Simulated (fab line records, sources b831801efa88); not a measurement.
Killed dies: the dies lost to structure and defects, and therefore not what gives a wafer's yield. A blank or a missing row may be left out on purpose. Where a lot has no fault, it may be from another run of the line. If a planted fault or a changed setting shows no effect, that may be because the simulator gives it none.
Which of the tools did it? / flow gf180mcu / Sampling: 11 lots, 33 wafers, 4 of 602 route steps

WHAT THE GAUGES READ, wafer by wafer
GF_MIM_RS_MEAS_10: measurement is done with a four-point probe.
lot=L432; measured=day 24 15:02; on=film_metro-04; MIM_ALCU_RS (ohm/sq)=0.1592 0.1567 0.1583
lot=L438; measured=day 26 18:25; on=film_metro-04; MIM_ALCU_RS (ohm/sq)=0.1614 0.1580 0.1623
lot=L443; measured=day 28 00:21; on=film_metro-01; MIM_ALCU_RS (ohm/sq)=0.1595 0.1599 0.1600
lot=L442; measured=day 28 02:37; on=film_metro-02; MIM_ALCU_RS (ohm/sq)=0.1602 0.1600 0.1618
lot=L444; measured=day 28 06:28; on=film_metro-04; MIM_ALCU_RS (ohm/sq)=0.1589 0.1587 0.1607
lot=L445; measured=day 28 07:44; on=film_metro-02; MIM_ALCU_RS (ohm/sq)=0.1584 0.1600 0.1612
lot=L446; measured=day 28 23:53; on=film_metro-01; MIM_ALCU_RS (ohm/sq)=0.1621 0.1590 0.1619
lot=L447; measured=day 29 16:40; on=film_metro-02; MIM_ALCU_RS (ohm/sq)=0.1622 0.1610 0.1635
lot=L449; measured=day 30 06:22; on=film_metro-01; MIM_ALCU_RS (ohm/sq)=0.1589 0.1615 0.1197
lot=L451; measured=day 30 08:07; on=film_metro-01; MIM_ALCU_RS (ohm/sq)=0.1592 0.1184 0.1592
lot=L452; measured=day 31 02:40; on=film_metro-02; MIM_ALCU_RS (ohm/sq)=0.1621 0.1585 0.1593

WHAT TOOL EACH LOT RAN ON (gives the tool, then ch and the chambers of the sampled wafers, and finally the start)
lot=L432; GF_V4_ETCH_16=rie_diel-04 ch 0,1, day 24 13:13; GF_V4_CVD_23=cvd_w-01 ch 0,1, day 24 14:01; GF_MIM_SPUTTER_08=pvd_sputter-02, day 24 14:56
lot=L438; GF_V4_ETCH_16=rie_diel-02 ch 0,2,3, day 26 16:38; GF_V4_CVD_23=cvd_w-02 ch 0,1, day 26 17:24; GF_MIM_SPUTTER_08=pvd_sputter-03, day 26 18:21
lot=L443; GF_V4_ETCH_16=rie_diel-02 ch 0,1,2, day 27 22:26; GF_V4_CVD_23=cvd_w-02 ch 0,1, day 27 23:11; GF_MIM_SPUTTER_08=pvd_sputter-02, day 28 00:17
lot=L442; GF_V4_ETCH_16=rie_diel-02 ch 0,2, day 28 00:49; GF_V4_CVD_23=cvd_w-02 ch 0,1, day 28 01:36; GF_MIM_SPUTTER_08=pvd_sputter-03, day 28 02:33
lot=L444; GF_V4_ETCH_16=rie_diel-01 ch 2,3, day 28 04:41; GF_V4_CVD_23=cvd_w-02 ch 0,1, day 28 05:28; GF_MIM_SPUTTER_08=pvd_sputter-04, day 28 06:25
lot=L445; GF_V4_ETCH_16=rie_diel-02 ch 0,2, day 28 05:56; GF_V4_CVD_23=cvd_w-02 ch 0,1, day 28 06:43; GF_MIM_SPUTTER_08=pvd_sputter-04, day 28 07:40
lot=L446; GF_V4_ETCH_16=rie_diel-02 ch 1,2,3, day 28 22:05; GF_V4_CVD_23=cvd_w-02 ch 0,1, day 28 22:53; GF_MIM_SPUTTER_08=pvd_sputter-04, day 28 23:48
lot=L447; GF_V4_ETCH_16=rie_diel-04 ch 1,2, day 29 14:51; GF_V4_CVD_23=cvd_w-02 ch 0,1, day 29 15:39; GF_MIM_SPUTTER_08=pvd_sputter-04, day 29 16:36
lot=L449; GF_V4_ETCH_16=rie_diel-02 ch 0,2,3, day 30 04:34; GF_V4_CVD_23=cvd_w-01 ch 0,1, day 30 05:22; GF_MIM_SPUTTER_08=pvd_sputter-04, day 30 06:16
lot=L451; GF_V4_ETCH_16=rie_diel-04 ch 1,2,3, day 30 06:20; GF_V4_CVD_23=cvd_w-02 ch 0,1, day 30 07:05; GF_MIM_SPUTTER_08=pvd_sputter-04, day 30 08:04
lot=L452; GF_V4_ETCH_16=rie_diel-04 ch 1,3, day 31 00:53; GF_V4_CVD_23=cvd_w-02 ch 1, day 31 01:38; GF_MIM_SPUTTER_08=pvd_sputter-02, day 31 02:35
- GF_V4_ETCH_16: etches BARC in N2/H2.
- GF_V4_CVD_23: deposits W, target thk 350 nm, time 104.9 s.
- GF_MIM_SPUTTER_08: material AlCu, target thk 200 nm, time 10.6 s.

THE ANSWER, worked out from the rows above alone
Rule: usual is defined by the lots themselves. The widest of any qualifying gaps counts: lots, ordered by their means at a reading, are off when they make up no more than a third of the lots, leave a main group of 4 or more, and stand apart from it by 3 or more times the standard deviation of that group's means. A main group is skipped when, at the precision printed for the reading in the tables above, its means are all equal. Also off: a lot with no number at a reading for which 4 or more lots have one. Where the step has rows for the other lots, those lots are counted as sound.
Off: at GF_MIM_RS_MEAS_10 (MIM_ALCU_RS), L449, L451. Main group: mean 0.1602 ohm/sq, sd 0.0011.
If a tool, at a process step before that reading, ran all the lots that are off and no sound lot after the first of them, it fits. Those tools and the gauges at GF_MIM_RS_MEAS_10 are tried in the same way. Can't be told from this: 2 tools fit, pvd_sputter-04 at GF_MIM_SPUTTER_08, film_metro-01 at GF_MIM_RS_MEAS_10.

WHAT THE SIMULATOR PUT IN
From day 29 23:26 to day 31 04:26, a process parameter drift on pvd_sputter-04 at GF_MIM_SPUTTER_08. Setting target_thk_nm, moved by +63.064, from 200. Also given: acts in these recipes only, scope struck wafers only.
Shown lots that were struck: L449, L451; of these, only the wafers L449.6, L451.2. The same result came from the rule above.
